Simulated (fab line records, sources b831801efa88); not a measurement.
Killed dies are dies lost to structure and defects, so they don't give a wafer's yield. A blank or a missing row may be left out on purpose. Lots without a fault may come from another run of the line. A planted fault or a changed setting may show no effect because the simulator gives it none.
Chamber matching | flow gf180mcu | GF_CONTACT_CMP_04 on cmp-01: 4 sister chambers
The step polishes SiO2. 14 wafers are shown with their chamber, then 7 later ones without.

WAFERS WITH THEIR CHAMBER
wafer  | chamber | motor_current_A (A) | time_to_endpoint_s (s) | head_pressure_psi (psi)
L743.2 | 0       | 11.8                | 108                    | 4.011
L743.5 | 3       | 14.8                | 104                    | 4.003
L743.6 | 0       | 11.9                | 114                    | 3.992
L747.1 | 2       | 13.3                | 109                    | 4.011
L747.3 | 1       | 12.3                | 105                    | 4.006
L747.5 | 0       | 12.6                | 113                    | 3.992
L748.1 | 0       | 12.6                | 107                    | 3.988
L748.3 | 1       | 12.0                | 103                    | 3.985
L748.5 | 0       | 12.0                | 101                    | 3.994
L749.1 | 3       | 14.3                | 99                     | 3.995
L749.2 | 1       | 12.2                | 102                    | 4.003
L749.6 | 1       | 12.2                | 99                     | 4.012
L753.3 | 3       | 14.4                | 104                    | 4.013
L753.5 | 0       | 11.4                | 108                    | 4.001

SIGNATURES (means of the wafers above)
reading            | chamber 0 | chamber 1 | chamber 2 | chamber 3 | scatter within a chamber
motor_current_A    | 12.050    | 12.175    | 13.300    | 14.500    | 0.361
time_to_endpoint_s | 108.50    | 102.25    | 109.00    | 102.33    | 3.81
head_pressure_psi  | 3.99633   | 4.00150   | 4.01100   | 4.00367   | 0.00958
Rule: a wafer's distance from a chamber is the root of the sum, over the readings, of the square of ((its reading less the chamber's mean) divided by the reading's scatter). The wafer belongs to the nearest chamber; if the next one is less than 2 further off, it can't be placed. The scatter: the root of (the sum of the squares of (reading less its chamber's mean) over the shown wafers, divided by (wafers less chambers)).

WAFERS WITHOUT THEIR CHAMBER
wafer  | motor_current_A (A) | time_to_endpoint_s (s) | head_pressure_psi (psi)
L753.6 | 11.7                | 110                    | 3.991
L756.1 | 11.9                | 104                    | 3.999
L756.3 | 13.8                | 115                    | 4.007
L756.6 | 13.0                | 124                    | 4.002
L758.1 | 14.9                | 111                    | 4.011
L758.2 | 12.7                | 110                    | 4.008
L758.4 | 12.7                | 114                    | 4.011

WHICH CHAMBER EACH WENT THROUGH
wafer  | from the rows above          | in truth
L753.6 | can't be placed: 0 or 1      | 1
L756.1 | can't be placed: 1 or 0      | 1
L756.3 | can't be placed: 2 or 3      | 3
L756.6 | can't be placed: 2 or 0      | 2
L758.1 | can't be placed: 3 or 2      | 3
L758.2 | can't be placed: 2 or 0 or 1 | 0
L758.4 | can't be placed: 2 or 0 or 1 | 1
Placed correctly: 0 of 7. Can't be placed from these rows: 7 (the true chamber is among the candidates in 7). Placed wrongly: 0.
